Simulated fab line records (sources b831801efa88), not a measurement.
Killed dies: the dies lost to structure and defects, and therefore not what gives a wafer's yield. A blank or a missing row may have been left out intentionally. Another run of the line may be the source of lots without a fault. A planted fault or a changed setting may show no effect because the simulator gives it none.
The tool behind it: which one?    flow gf180mcu    route of 602 steps, sampled at 1 step: 13 lots, 39 wafers

## WHAT THE GAUGES READ, wafer by wafer
GF_V2_THK_MEAS_01.
lot   measured      on             V2_CVD_00_THK (nm)
L535  day 19 11:22  film_metro-02  603 609 602
L536  day 20 01:25  film_metro-02  605 591 596
L537  day 20 08:34  film_metro-01  596 600 598
L538  day 21 01:13  film_metro-03  609 609 601
L539  day 21 08:16  film_metro-03  597 617 612
L540  day 21 22:37  film_metro-03  595 606 592
L542  day 23 03:35  film_metro-02  591 596 609
L544  day 23 06:14  film_metro-01  593 594 609
L545  day 23 15:43  film_metro-03  606 608 612
L547  day 23 23:27  film_metro-03  594 591 595
L551  day 25 10:02  film_metro-03  599 606 602
L553  day 25 20:54  film_metro-01  600 602 602
L554  day 26 13:12  film_metro-01  601 602 601

## WHICH TOOL RAN EACH LOT (tool, then ch and the chambers of the sampled wafers, then the start)
The record holds no process step before these readings.

## WHAT THE TOOLS THEMSELVES READ (means of the sampled wafers that have a number; where no wafer has one, the mark that the record gives instead)
The record holds no such reading with a usual standard deviation.

## THE ANSWER, worked out from the rows above alone
Rule: usual is defined by the lots themselves. Put in order of their means at a reading, lots are off if they are a third of the lots or fewer, leave a main group of 4 or more, and stand apart from it by a gap of 3 or more times the standard deviation of the main group's means; of several such gaps the widest counts. If all means in a main group match to the digits the tables above print for the reading, that group is not used. A lot without any number at a reading at which 4 lots or more have one is off too. Any other lot the step has rows for is counted as sound. Order of review: gauges by route order, followed by the tools' own readings, for which a lot's mean as printed above is used. The first step at which some lot is off is used, and at that step the reading that is off furthest; a lot without a number counts as furthest.
Nothing can be told from this: no lot is off at any reading shown.

## WHAT WAS PUT IN BY THE SIMULATOR
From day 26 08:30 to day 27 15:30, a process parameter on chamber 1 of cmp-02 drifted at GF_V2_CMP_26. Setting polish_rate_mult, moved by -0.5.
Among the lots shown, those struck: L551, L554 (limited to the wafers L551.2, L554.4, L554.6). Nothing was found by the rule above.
